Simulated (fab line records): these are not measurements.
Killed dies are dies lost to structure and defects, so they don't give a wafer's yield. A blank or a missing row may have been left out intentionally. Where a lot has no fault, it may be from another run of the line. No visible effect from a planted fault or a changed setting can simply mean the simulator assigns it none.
Which of the tools did it? | flow sky130 | 21 wafers from 7 lots sampled at 2 of the route's 708 steps

## WHAT EACH GAUGE READ, for each wafer
SKY_VT_ADJUST_HVTP_TW_MEAS_11.
lot  | measured     | on            | VT_ADJUST_HVTP_TW
L620 | day 6 20:30  | film-metro-04 | 1338 1339 1340
L621 | day 7 05:02  | film-metro-02 | 1338 1339 1345
L627 | day 8 06:41  | film-metro-02 | 1537 1541 1540 1538 1536 1544
L631 | day 9 07:15  | film-metro-02 | 1533 1541 1542 1534 1536 1539
L636 | day 10 11:20 | film-metro-02 | 1339 1340 1344
L639 | day 11 10:42 | film-metro-02 | 1337 1335 1338
L641 | day 12 00:04 | film-metro-04 | 1340 1345 1342

## WHICH TOOL RAN EACH LOT (tool, then ch and the chambers of the sampled wafers, then the start)
lot  | SKY_VT_ADJUST_HVTP_IMPLANT_09
L620 | implanter-04 ch 0, day 6 20:15
L621 | implanter-03 ch 0, day 7 04:47
L627 | implanter-04 ch 0, day 8 06:28
L631 | implanter-04 ch 0, day 9 07:00
L636 | implanter-01 ch 0, day 10 11:07
L639 | implanter-01 ch 0, day 11 10:27
L641 | implanter-01 ch 0, day 11 23:49
- SKY_VT_ADJUST_HVTP_IMPLANT_09

## THE ANSWER, worked out from the rows above alone
Rule: what is usual is taken from the lots themselves. The widest of any qualifying gaps counts: lots, ordered by their means at a reading, are off when they make up no more than a third of the lots, leave a main group of 4 or more, and stand apart from it by 3 or more times the standard deviation of that group's means. A main group whose means are all the same, to the digits that the tables above print for the reading, isn't used. A lot without any number at a reading at which 4 lots or more have one is off too. The other lots that the step has rows for count as sound.
Off: at SKY_VT_ADJUST_HVTP_TW_MEAS_11 (VT_ADJUST_HVTP_TW), L627, L631. For the main group the mean is 1340 and the standard deviation 1.9.
A tool fits if, at a process step before that reading, it ran every lot that is off, and no sound lot after the first of them. The gauges at SKY_VT_ADJUST_HVTP_TW_MEAS_11 are tried like those tools. One candidate fits, namely implanter-04 at SKY_VT_ADJUST_HVTP_IMPLANT_09. A fault onset in the window from L620 (day 6 20:15, its last sound lot) to L627 (day 8 06:28, its first lot off) fits.

## WHAT THE SIMULATOR HAD INSERTED
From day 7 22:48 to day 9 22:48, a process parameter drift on implanter-04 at SKY_VT_ADJUST_HVTP_IMPLANT_09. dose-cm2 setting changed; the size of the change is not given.
Shown lots that were struck: L627, L631. The rule given above showed the same thing.
